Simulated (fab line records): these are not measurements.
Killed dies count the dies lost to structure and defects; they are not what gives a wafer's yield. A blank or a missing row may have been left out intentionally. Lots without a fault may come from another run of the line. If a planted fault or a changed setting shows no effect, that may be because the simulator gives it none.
The tool behind it: which one? :: flow gf180mcu :: 24 lots, 72 wafers sampled, at 6 steps of a route of 602

## WHAT THE GAUGES READ, wafer by wafer
GF_M2_CD_MEAS_14: target cd 280 nm. Usual: cd nm 279.8 nm, standard deviation 1.4.
lot: L074
measured: day 19 03:46
on: cd sem-01
cd nm (nm): 279.3 279.9 279.8
flag: 

lot: L075
measured: day 19 12:04
on: cd sem-01
cd nm (nm): 280.3 279.6 280.0
flag: 

lot: L076
measured: day 19 19:25
on: cd sem-02
cd nm (nm): 279.7 279.2 281.0
flag: 

lot: L077
measured: day 20 07:43
on: cd sem-01
cd nm (nm): 280.1 282.4 282.6
flag: 

lot: L078
measured: day 21 03:39
on: cd sem-02
cd nm (nm): 278.1 279.3 279.4
flag: 

lot: L079
measured: day 21 09:52
on: cd sem-02
cd nm (nm): 281.3 283.3 283.0
flag: 

lot: L080
measured: day 21 16:52
on: cd sem-02
cd nm (nm): 279.9 279.9 279.8
flag: 

lot: L081
measured: day 22 00:13
on: cd sem-01
cd nm (nm): 279.7 278.7 279.9
flag: 

lot: L082
measured: day 22 09:01
on: cd sem-02
cd nm (nm): 278.0 279.7 278.0
flag: 

lot: L083
measured: day 23 01:10
on: cd sem-01
cd nm (nm): 281.5 280.3 280.7
flag: 

lot: L084
measured: day 23 09:54
on: cd sem-01
cd nm (nm): 276.8 277.8 278.6
flag: 

lot: L085
measured: day 23 17:16
on: cd sem-01
cd nm (nm): 280.4 281.0 282.1
flag: 

lot: L086
measured: day 24 00:05
on: cd sem-01
cd nm (nm): 280.0 278.4 278.8
flag: 

lot: L087
measured: day 24 05:23
on: cd sem-02
cd nm (nm): 281.8 281.3 280.8
flag: 

lot: L088
measured: day 24 05:56
on: cd sem-01
cd nm (nm): 278.7 279.0 279.5
flag: 

lot: L089
measured: day 24 20:10
on: cd sem-02
cd nm (nm): 282.0 281.1 279.7
flag: 

lot: L090
measured: day 25 00:41
on: cd sem-02
cd nm (nm): 276.7 276.6 275.9
flag: 

lot: L091
measured: day 25 09:40
on: cd sem-02
cd nm (nm): 280.2 281.2 280.5
flag: 

lot: L092
measured: day 25 15:13
on: cd sem-02
cd nm (nm): 279.0 278.8 277.7
flag: 

lot: L093
measured: day 25 19:42
on: cd sem-02
cd nm (nm): 279.6 280.2 280.1
flag: 

lot: L094
measured: day 26 02:37
on: cd sem-02
cd nm (nm): 281.4 280.1 281.0
flag: 

lot: L095
measured: day 26 12:25
on: cd sem-02
cd nm (nm): 279.8 280.6 281.6
flag: 

lot: L096
measured: day 26 16:55
on: cd sem-02
cd nm (nm): 278.5 278.3 278.1
flag: 

lot: L097
measured: day 27 04:11
on: cd sem-02
cd nm (nm): 279.3 278.1 278.6
flag: 

GF_M2_OVL_MEAS_15. Usual: M2_OVL typically reads 3 nm, with standard deviation 6.1.
lot: L074
measured: day 19 03:53
on: overlay-01
M2_OVL (nm): 3 0 -5
flag: 

lot: L075
measured: day 19 12:11
on: overlay-01
M2_OVL (nm): 11 -7 4
flag: 

lot: L076
measured: day 19 19:31
on: overlay-01
M2_OVL (nm): 4 3 11
flag: 

lot: L077
measured: day 20 07:50
on: overlay-02
M2_OVL (nm): -1 -3 -7
flag: 

lot: L078
measured: day 21 03:44
on: overlay-01
M2_OVL (nm): 5 -1 7
flag: 

lot: L079
measured: day 21 09:59
on: overlay-02
M2_OVL (nm): -2 3 4
flag: 

lot: L080
measured: day 21 16:58
on: overlay-02
M2_OVL (nm): 7 9 11
flag: 

lot: L081
measured: day 22 00:19
on: overlay-02
M2_OVL (nm): 6 -1 5
flag: 

lot: L082
measured: day 22 09:08
on: overlay-02
M2_OVL (nm): 10 4 8
flag: 

lot: L083
measured: day 23 01:17
on: overlay-02
M2_OVL (nm): 9 9 18
flag: 

lot: L084
measured: day 23 10:00
on: overlay-01
M2_OVL (nm): -1 4 -2
flag: 

lot: L085
measured: day 23 17:23
on: overlay-01
M2_OVL (nm): 6 4 10
flag: 

lot: L086
measured: day 24 00:13
on: overlay-01
M2_OVL (nm): 9 2 11
flag: 

lot: L087
measured: day 24 05:30
on: overlay-02
M2_OVL (nm): 0 -14 2
flag: 

lot: L088
measured: day 24 06:01
on: overlay-01
M2_OVL (nm): 10 -5 8
flag: 

lot: L089
measured: day 24 20:17
on: overlay-01
M2_OVL (nm): 10 3 0
flag: 

lot: L090
measured: day 25 00:48
on: overlay-01
M2_OVL (nm): 6 12 7
flag: 

lot: L091
measured: day 25 09:47
on: overlay-01
M2_OVL (nm): 9 2 14
flag: 

lot: L092
measured: day 25 15:18
on: overlay-02
M2_OVL (nm): 2 -1 8
flag: 

lot: L093
measured: day 25 19:48
on: overlay-01
M2_OVL (nm): -4 7 5
flag: 

lot: L094
measured: day 26 02:43
on: overlay-01
M2_OVL (nm): -3 1 -7
flag: 

lot: L095
measured: day 26 12:32
on: overlay-02
M2_OVL (nm): -7 5 -5
flag: 

lot: L096
measured: day 26 17:00
on: overlay-02
M2_OVL (nm): 2 10 16
flag: 

lot: L097
measured: day 27 04:19
on: overlay-02
M2_OVL (nm): 2 9 14
flag: 

GF_PASSIVATION_BOW_MEAS_14. Usual: PASSIVATION_BOW typically reads 135 um, with standard deviation 11.
lot: L074
measured: day 29 00:16
on: film metro-04
PASSIVATION_BOW (um): 148 139 158
flag: 

lot: L075
measured: day 29 05:46
on: film metro-02
PASSIVATION_BOW (um): 136 141 124
flag: 

lot: L076
measured: day 29 12:46
on: film metro-02
PASSIVATION_BOW (um): 129 119 130
flag: 

lot: L077
measured: day 29 21:48
on: film metro-01
PASSIVATION_BOW (um): 142 146 138
flag: 

lot: L078
measured: day 30 11:46
on: film metro-02
PASSIVATION_BOW (um): 136 135 137
flag: 

lot: L079
measured: day 30 19:26
on: film metro-02
PASSIVATION_BOW (um): 119 121 125
flag: 

lot: L080
measured: day 30 23:12
on: film metro-02
PASSIVATION_BOW (um): 136 137 132
flag: 

lot: L081
measured: day 31 06:30
on: film metro-04
PASSIVATION_BOW (um): 135 145 148
flag: 

lot: L082
measured: day 31 12:09
on: film metro-01
PASSIVATION_BOW (um): 151 140 141
flag: 

lot: L083
measured: day 31 23:43
on: film metro-04
PASSIVATION_BOW (um): 140 133 131
flag: 

lot: L084
measured: day 32 08:43
on: film metro-02
PASSIVATION_BOW (um): 127 131 134
flag: 

lot: L085
measured: day 32 13:23
on: film metro-04
PASSIVATION_BOW (um): 129 135 135
flag: 

lot: L086
measured: day 32 17:36
on: film metro-04
PASSIVATION_BOW (um): 118 125 123
flag: 

lot: L087
measured: day 32 20:20
on: film metro-01
PASSIVATION_BOW (um): 140 126 128
flag: 

lot: L088
measured: day 32 21:16
on: film metro-02
PASSIVATION_BOW (um): 127 128 121
flag: 

lot: L089
measured: day 33 08:28
on: film metro-01
PASSIVATION_BOW (um): 141 144 141
flag: 

lot: L090
measured: day 33 11:14
on: film metro-02
PASSIVATION_BOW (um): 143 149 144
flag: 

lot: L091
measured: day 33 19:34
on: film metro-02
PASSIVATION_BOW (um): 134 128 148
flag: 

lot: L092
measured: day 33 23:58
on: film metro-02
PASSIVATION_BOW (um): 153 163 171
flag: 

lot: L093
measured: day 34 03:28
on: film metro-02
PASSIVATION_BOW (um): 139 138 141
flag: 

lot: L094
measured: day 34 06:41
on: film metro-02
PASSIVATION_BOW (um): 132 128 125
flag: 

lot: L095
measured: day 34 14:35
on: film metro-04
PASSIVATION_BOW (um): 142 132 137
flag: 

lot: L096
measured: day 34 17:32
on: film metro-04
PASSIVATION_BOW (um): 140 135 133
flag: 

lot: L097
measured: day 35 00:49
on: film metro-02
PASSIVATION_BOW (um): 135 114 146
flag: 

## TOOL THAT RAN EACH LOT (tool first, then ch and the chambers of the sampled wafers, then the start)
lot: L074
GF_M3_STRIP_17: plasma asher-03 ch 0,1, day 21 07:38
GF_V3_SPUTTER_22: pvd sputter-01, day 22 09:34
GF_M4_STRIP_17: plasma asher-04 ch 0,1, day 23 09:26

lot: L075
GF_M3_STRIP_17: plasma asher-01 ch 0,1, day 21 16:14
GF_V3_SPUTTER_22: pvd sputter-04, day 22 17:45
GF_M4_STRIP_17: plasma asher-04 ch 0,1, day 23 18:03

lot: L076
GF_M3_STRIP_17: plasma asher-01 ch 0,1, day 21 22:31
GF_V3_SPUTTER_22: pvd sputter-04, day 23 00:20
GF_M4_STRIP_17: plasma asher-01 ch 0,1, day 23 23:23

lot: L077
GF_M3_STRIP_17: plasma asher-02 ch 0,1, day 22 10:47
GF_V3_SPUTTER_22: pvd sputter-01, day 23 11:36
GF_M4_STRIP_17: plasma asher-02 ch 0,1, day 24 10:32

lot: L078
GF_M3_STRIP_17: plasma asher-03 ch 0,1, day 23 04:59
GF_V3_SPUTTER_22: pvd sputter-02, day 24 04:40
GF_M4_STRIP_17: plasma asher-04 ch 0,1, day 25 04:05

lot: L079
GF_M3_STRIP_17: plasma asher-03 ch 1, day 23 11:49
GF_V3_SPUTTER_22: pvd sputter-02, day 24 12:10
GF_M4_STRIP_17: plasma asher-04 ch 1, day 25 11:00

lot: L080
GF_M3_STRIP_17: plasma asher-03 ch 0,1, day 23 18:34
GF_V3_SPUTTER_22: pvd sputter-01, day 24 19:06
GF_M4_STRIP_17: plasma asher-02 ch 0,1, day 25 17:17

lot: L081
GF_M3_STRIP_17: plasma asher-03 ch 0,1, day 24 00:43
GF_V3_SPUTTER_22: pvd sputter-01, day 25 02:15
GF_M4_STRIP_17: plasma asher-04 ch 0,1, day 26 01:01

lot: L082
GF_M3_STRIP_17: plasma asher-02 ch 0,1, day 24 09:37
GF_V3_SPUTTER_22: pvd sputter-01, day 25 09:15
GF_M4_STRIP_17: plasma asher-04 ch 0,1, day 26 06:41

lot: L083
GF_M3_STRIP_17: plasma asher-02 ch 0,1, day 25 01:07
GF_V3_SPUTTER_22: pvd sputter-01, day 26 00:14
GF_M4_STRIP_17: plasma asher-02 ch 0,1, day 26 22:32

lot: L084
GF_M3_STRIP_17: plasma asher-02 ch 0,1, day 25 09:34
GF_V3_SPUTTER_22: pvd sputter-04, day 26 08:45
GF_M4_STRIP_17: plasma asher-04 ch 0,1, day 27 06:50

lot: L085
GF_M3_STRIP_17: plasma asher-01 ch 0,1, day 25 15:49
GF_V3_SPUTTER_22: pvd sputter-01, day 26 15:32
GF_M4_STRIP_17: plasma asher-04 ch 0,1, day 27 12:43

lot: L086
GF_M3_STRIP_17: plasma asher-03 ch 0,1, day 26 00:32
GF_V3_SPUTTER_22: pvd sputter-01, day 26 23:47
GF_M4_STRIP_17: plasma asher-02 ch 0,1, day 27 19:56

lot: L087
GF_M3_STRIP_17: plasma asher-03 ch 0,1, day 26 03:55
GF_V3_SPUTTER_22: pvd sputter-02, day 27 01:56
GF_M4_STRIP_17: plasma asher-02 ch 0,1, day 27 22:44

lot: L088
GF_M3_STRIP_17: plasma asher-01 ch 0,1, day 26 04:11
GF_V3_SPUTTER_22: pvd sputter-02, day 27 02:38
GF_M4_STRIP_17: plasma asher-04 ch 0,1, day 27 23:38

lot: L089
GF_M3_STRIP_17: plasma asher-03 ch 0,1, day 26 17:20
GF_V3_SPUTTER_22: pvd sputter-02, day 27 15:01
GF_M4_STRIP_17: plasma asher-01 ch 0,1, day 28 11:59

lot: L090
GF_M3_STRIP_17: plasma asher-03 ch 0,1, day 26 21:34
GF_V3_SPUTTER_22: pvd sputter-04, day 27 19:36
GF_M4_STRIP_17: plasma asher-04 ch 0,1, day 28 16:10

lot: L091
GF_M3_STRIP_17: plasma asher-02 ch 0,1, day 27 06:29
GF_V3_SPUTTER_22: pvd sputter-04, day 28 04:56
GF_M4_STRIP_17: plasma asher-02 ch 1, day 29 02:05

lot: L092
GF_M3_STRIP_17: plasma asher-03 ch 0,1, day 27 11:44
GF_V3_SPUTTER_22: pvd sputter-02, day 28 09:49
GF_M4_STRIP_17: plasma asher-04 ch 0,1, day 29 06:04

lot: L093
GF_M3_STRIP_17: plasma asher-03 ch 0,1, day 27 16:16
GF_V3_SPUTTER_22: pvd sputter-02, day 28 13:58
GF_M4_STRIP_17: plasma asher-01 ch 0,1, day 29 09:41

lot: L094
GF_M3_STRIP_17: plasma asher-03 ch 0,1, day 27 22:23
GF_V3_SPUTTER_22: pvd sputter-04, day 28 20:05
GF_M4_STRIP_17: plasma asher-04 ch 0,1, day 29 15:54

lot: L095
GF_M3_STRIP_17: plasma asher-03 ch 0,1, day 28 08:16
GF_V3_SPUTTER_22: pvd sputter-01, day 29 05:24
GF_M4_STRIP_17: plasma asher-02 ch 0,1, day 30 00:44

lot: L096
GF_M3_STRIP_17: plasma asher-02 ch 0,1, day 28 12:28
GF_V3_SPUTTER_22: pvd sputter-01, day 29 08:55
GF_M4_STRIP_17: plasma asher-04 ch 0,1, day 30 04:32

lot: L097
GF_M3_STRIP_17: plasma asher-01 ch 1, day 28 22:23
GF_V3_SPUTTER_22: pvd sputter-01, day 29 19:17
GF_M4_STRIP_17: plasma asher-02 ch 0,1, day 30 15:16
- GF_M3_STRIP_17: strips in O2/N2.
- GF_V3_SPUTTER_22: material TiN, target thk 10 nm, time 40 s.
- GF_M4_STRIP_17: strips in O2/N2.

## WHAT THE TOOLS THEMSELVES READ (means of the sampled wafers that have a number; where no wafer has one, the mark that the record gives instead)
GF_M3_STRIP_17. Usual: drypump motor current A 5.52 A, standard deviation 0.29; heater power w 331 W, standard deviation 33; o2 flow sccm 2999 sccm, standard deviation 9.1; oes product au 0.559 a.u., standard deviation 0.0048; strip time to endpoint s 7.89 s, standard deviation 0.047.
lot: L074
tool: plasma asher-03
drypump motor current A (A): 5.64
heater power w (W): 324
o2 flow sccm (sccm): 3006
oes product au (a.u.): 0.557
strip time to endpoint s (s): 7.89
flag: 

lot: L075
tool: plasma asher-01
drypump motor current A (A): 5.33
heater power w (W): 282
o2 flow sccm (sccm): 3001
oes product au (a.u.): 0.558
strip time to endpoint s (s): 7.84
flag: 

lot: L076
tool: plasma asher-01
drypump motor current A (A): 5.35
heater power w (W): 286
o2 flow sccm (sccm): 2993
oes product au (a.u.): 0.561
strip time to endpoint s (s): 7.91
flag: 

lot: L077
tool: plasma asher-02
drypump motor current A (A): 5.45
heater power w (W): 362
o2 flow sccm (sccm): 3005
oes product au (a.u.): 0.560
strip time to endpoint s (s): 7.93
flag: 

lot: L078
tool: plasma asher-03
drypump motor current A (A): 5.54
heater power w (W): 336
o2 flow sccm (sccm): 2990
oes product au (a.u.): 0.555
strip time to endpoint s (s): 7.85
flag: 

lot: L079
tool: plasma asher-03
drypump motor current A (A): 5.72
heater power w (W): 310
o2 flow sccm (sccm): 3016
oes product au (a.u.): 0.556
strip time to endpoint s (s): 7.90
flag: 

lot: L080
tool: plasma asher-03
drypump motor current A (A): 5.61
heater power w (W): 322
o2 flow sccm (sccm): 2990
oes product au (a.u.): 0.555
strip time to endpoint s (s): 7.84
flag: 

lot: L081
tool: plasma asher-03
drypump motor current A (A): 5.55
heater power w (W): 341
o2 flow sccm (sccm): 3002
oes product au (a.u.): 0.562
strip time to endpoint s (s): 7.93
flag: 

lot: L082
tool: plasma asher-02
drypump motor current A (A): 5.31
heater power w (W): 366
o2 flow sccm (sccm): 3000
oes product au (a.u.): 0.559
strip time to endpoint s (s): 7.92
flag: 

lot: L083
tool: plasma asher-02
drypump motor current A (A): 5.33
heater power w (W): 359
o2 flow sccm (sccm): 2991
oes product au (a.u.): 0.561
strip time to endpoint s (s): 7.86
flag: 

lot: L084
tool: plasma asher-02
drypump motor current A (A): 5.33
heater power w (W): 360
o2 flow sccm (sccm): 3001
oes product au (a.u.): 0.560
strip time to endpoint s (s): 7.89
flag: 

lot: L085
tool: plasma asher-01
drypump motor current A (A): 5.70
heater power w (W): 297
o2 flow sccm (sccm): 2992
oes product au (a.u.): 0.561
strip time to endpoint s (s): 7.88
flag: 

lot: L086
tool: plasma asher-03
drypump motor current A (A): 5.53
heater power w (W): 338
o2 flow sccm (sccm): 2993
oes product au (a.u.): 0.557
strip time to endpoint s (s): 7.82
flag: 

lot: L087
tool: plasma asher-03
drypump motor current A (A): 5.60
heater power w (W): 318
o2 flow sccm (sccm): 3010
oes product au (a.u.): 0.554
strip time to endpoint s (s): 7.83
flag: 

lot: L088
tool: plasma asher-01
drypump motor current A (A): 5.34
heater power w (W): 288
o2 flow sccm (sccm): 3005
oes product au (a.u.): 0.558
strip time to endpoint s (s): 7.90
flag: 

lot: L089
tool: plasma asher-03
drypump motor current A (A): 5.52
heater power w (W): 344
o2 flow sccm (sccm): 2999
oes product au (a.u.): 0.561
strip time to endpoint s (s): 7.98
flag: 

lot: L090
tool: plasma asher-03
drypump motor current A (A): 5.53
heater power w (W): 345
o2 flow sccm (sccm): 2995
oes product au (a.u.): 0.557
strip time to endpoint s (s): 7.93
flag: 

lot: L091
tool: plasma asher-02
drypump motor current A (A): 5.44
heater power w (W): 363
o2 flow sccm (sccm): 2994
oes product au (a.u.): 0.564
strip time to endpoint s (s): 7.96
flag: 

lot: L092
tool: plasma asher-03
drypump motor current A (A): 5.52
heater power w (W): 341
o2 flow sccm (sccm): 2996
oes product au (a.u.): 0.565
strip time to endpoint s (s): 7.97
flag: 

lot: L093
tool: plasma asher-03
drypump motor current A (A): 5.62
heater power w (W): 324
o2 flow sccm (sccm): 3006
oes product au (a.u.): 0.562
strip time to endpoint s (s): 7.87
flag: 

lot: L094
tool: plasma asher-03
drypump motor current A (A): 5.62
heater power w (W): 324
o2 flow sccm (sccm): 3006
oes product au (a.u.): 0.558
strip time to endpoint s (s): 7.89
flag: 

lot: L095
tool: plasma asher-03
drypump motor current A (A): 5.54
heater power w (W): 339
o2 flow sccm (sccm): 2995
oes product au (a.u.): 0.555
strip time to endpoint s (s): 7.90
flag: 

lot: L096
tool: plasma asher-02
drypump motor current A (A): 5.43
heater power w (W): 360
o2 flow sccm (sccm): 3003
oes product au (a.u.): 0.558
strip time to endpoint s (s): 7.88
flag: 

lot: L097
tool: plasma asher-01
drypump motor current A (A): 6.05
heater power w (W): 304
o2 flow sccm (sccm): 2996
oes product au (a.u.): 0.556
strip time to endpoint s (s): 7.87
flag: 

GF_V3_SPUTTER_22. Usual: throttle valve pct 30.2 %, standard deviation 0.68.
lot: L074
tool: pvd sputter-01
throttle valve pct (%): 30.0
flag: 

lot: L075
tool: pvd sputter-04
throttle valve pct (%): 31.3
flag: 

lot: L076
tool: pvd sputter-04
throttle valve pct (%): 31.4
flag: 

lot: L077
tool: pvd sputter-01
throttle valve pct (%): 30.2
flag: 

lot: L078
tool: pvd sputter-02
throttle valve pct (%): 29.7
flag: 

lot: L079
tool: pvd sputter-02
throttle valve pct (%): 29.4
flag: 

lot: L080
tool: pvd sputter-01
throttle valve pct (%): 29.9
flag: 

lot: L081
tool: pvd sputter-01
throttle valve pct (%): 29.9
flag: 

lot: L082
tool: pvd sputter-01
throttle valve pct (%): 29.9
flag: 

lot: L083
tool: pvd sputter-01
throttle valve pct (%): 30.0
flag: 

lot: L084
tool: pvd sputter-04
throttle valve pct (%): 31.1
flag: 

lot: L085
tool: pvd sputter-01
throttle valve pct (%): 30.4
flag: 

lot: L086
tool: pvd sputter-01
throttle valve pct (%): 29.9
flag: 

lot: L087
tool: pvd sputter-02
throttle valve pct (%): 29.6
flag: 

lot: L088
tool: pvd sputter-02
throttle valve pct (%): 29.7
flag: 

lot: L089
tool: pvd sputter-02
throttle valve pct (%): 29.2
flag: 

lot: L090
tool: pvd sputter-04
throttle valve pct (%): 30.7
flag: 

lot: L091
tool: pvd sputter-04
throttle valve pct (%): 31.2
flag: 

lot: L092
tool: pvd sputter-02
throttle valve pct (%): 29.9
flag: 

lot: L093
tool: pvd sputter-02
throttle valve pct (%): 29.7
flag: 

lot: L094
tool: pvd sputter-04
throttle valve pct (%): 31.6
flag: 

lot: L095
tool: pvd sputter-01
throttle valve pct (%): 30.2
flag: 

lot: L096
tool: pvd sputter-01
throttle valve pct (%): 30.0
flag: 

lot: L097
tool: pvd sputter-01
throttle valve pct (%): 30.3
flag: 

GF_M4_STRIP_17. Usual: drypump motor current A 5.7 A, standard deviation 0.51; heater power w 349 W, standard deviation 28; o2 flow sccm 3000 sccm, standard deviation 9; oes product au 0.558 a.u., standard deviation 0.0046; strip time to endpoint s 7.88 s, standard deviation 0.045.
lot: L074
tool: plasma asher-04
drypump motor current A (A): 6.1
heater power w (W): 359
o2 flow sccm (sccm): 3000
oes product au (a.u.): 0.557
strip time to endpoint s (s): 7.87
flag: 

lot: L075
tool: plasma asher-04
drypump motor current A (A): 6.2
heater power w (W): 357
o2 flow sccm (sccm): 3005
oes product au (a.u.): 0.556
strip time to endpoint s (s): 7.86
flag: 

lot: L076
tool: plasma asher-01
drypump motor current A (A): 5.7
heater power w (W): 298
o2 flow sccm (sccm): 3000
oes product au (a.u.): 0.556
strip time to endpoint s (s): 7.91
flag: 

lot: L077
tool: plasma asher-02
drypump motor current A (A): 5.4
heater power w (W): 370
o2 flow sccm (sccm): 2995
oes product au (a.u.): 0.555
strip time to endpoint s (s): 7.87
flag: 

lot: L078
tool: plasma asher-04
drypump motor current A (A): 6.1
heater power w (W): 364
o2 flow sccm (sccm): 2997
oes product au (a.u.): 0.557
strip time to endpoint s (s): 7.86
flag: 

lot: L079
tool: plasma asher-04
drypump motor current A (A): 5.5
heater power w (W): 333
o2 flow sccm (sccm): 2997
oes product au (a.u.): 0.561
strip time to endpoint s (s): 7.84
flag: 

lot: L080
tool: plasma asher-02
drypump motor current A (A): 5.4
heater power w (W): 370
o2 flow sccm (sccm): 2995
oes product au (a.u.): 0.560
strip time to endpoint s (s): 7.89
flag: 

lot: L081
tool: plasma asher-04
drypump motor current A (A): 6.2
heater power w (W): 358
o2 flow sccm (sccm): 2990
oes product au (a.u.): 0.562
strip time to endpoint s (s): 7.94
flag: 

lot: L082
tool: plasma asher-04
drypump motor current A (A): 6.2
heater power w (W): 360
o2 flow sccm (sccm): 2997
oes product au (a.u.): 0.559
strip time to endpoint s (s): 7.85
flag: 

lot: L083
tool: plasma asher-02
drypump motor current A (A): 5.3
heater power w (W): 359
o2 flow sccm (sccm): 2999
oes product au (a.u.): 0.560
strip time to endpoint s (s): 7.92
flag: 

lot: L084
tool: plasma asher-04
drypump motor current A (A): 5.8
heater power w (W): 348
o2 flow sccm (sccm): 3000
oes product au (a.u.): 0.556
strip time to endpoint s (s): 7.87
flag: 

lot: L085
tool: plasma asher-04
drypump motor current A (A): 6.2
heater power w (W): 362
o2 flow sccm (sccm): 2999
oes product au (a.u.): 0.555
strip time to endpoint s (s): 7.87
flag: 

lot: L086
tool: plasma asher-02
drypump motor current A (A): 5.3
heater power w (W): 362
o2 flow sccm (sccm): 3001
oes product au (a.u.): 0.559
strip time to endpoint s (s): 7.87
flag: 

lot: L087
tool: plasma asher-02
drypump motor current A (A): 5.5
heater power w (W): 364
o2 flow sccm (sccm): 2998
oes product au (a.u.): 0.552
strip time to endpoint s (s): 7.84
flag: 

lot: L088
tool: plasma asher-04
drypump motor current A (A): 6.2
heater power w (W): 358
o2 flow sccm (sccm): 3002
oes product au (a.u.): 0.559
strip time to endpoint s (s): 7.86
flag: 

lot: L089
tool: plasma asher-01
drypump motor current A (A): 5.7
heater power w (W): 299
o2 flow sccm (sccm): 2995
oes product au (a.u.): 0.560
strip time to endpoint s (s): 7.91
flag: 

lot: L090
tool: plasma asher-04
drypump motor current A (A): 5.8
heater power w (W): 348
o2 flow sccm (sccm): 3006
oes product au (a.u.): 0.555
strip time to endpoint s (s): 7.89
flag: 

lot: L091
tool: plasma asher-02
drypump motor current A (A): 5.2
heater power w (W): 364
o2 flow sccm (sccm): 2988
oes product au (a.u.): 0.560
strip time to endpoint s (s): 7.90
flag: 

lot: L092
tool: plasma asher-04
drypump motor current A (A): 6.2
heater power w (W): 360
o2 flow sccm (sccm): 3006
oes product au (a.u.): 0.554
strip time to endpoint s (s): 7.85
flag: 

lot: L093
tool: plasma asher-01
drypump motor current A (A): 5.7
heater power w (W): 290
o2 flow sccm (sccm): 3014
oes product au (a.u.): 0.556
strip time to endpoint s (s): 7.88
flag: 

lot: L094
tool: plasma asher-04
drypump motor current A (A): 6.2
heater power w (W): 362
o2 flow sccm (sccm): 3000
oes product au (a.u.): 0.562
strip time to endpoint s (s): 7.93
flag: 

lot: L095
tool: plasma asher-02
drypump motor current A (A): 5.3
heater power w (W): 363
o2 flow sccm (sccm): 2991
oes product au (a.u.): 0.554
strip time to endpoint s (s): 7.87
flag: 

lot: L096
tool: plasma asher-04
drypump motor current A (A): 5.8
heater power w (W): 348
o2 flow sccm (sccm): 3001
oes product au (a.u.): 0.559
strip time to endpoint s (s): 7.86
flag: 

lot: L097
tool: plasma asher-02
drypump motor current A (A): 5.5
heater power w (W): 365
o2 flow sccm (sccm): 3000
oes product au (a.u.): 0.555
strip time to endpoint s (s): 7.84
flag: 

## THE ANSWER, worked out from the rows above alone
Rule: lot off if the mean of its wafers having a number is beyond 3 standard deviations from the usual mean. A lot without any number at a reading at which 4 lots or more have one is off too. Any other lot the step has rows for is counted as sound. The gauges are gone through in route order, then the tools' own readings, and for those a lot's mean is taken as printed above. The first step at which some lot is off is used, and at that step the reading that is off furthest; a lot without a number counts as furthest.
Nothing can be told from this: no lot is off at any reading shown.

## WHAT THE SIMULATOR HAD PUT IN
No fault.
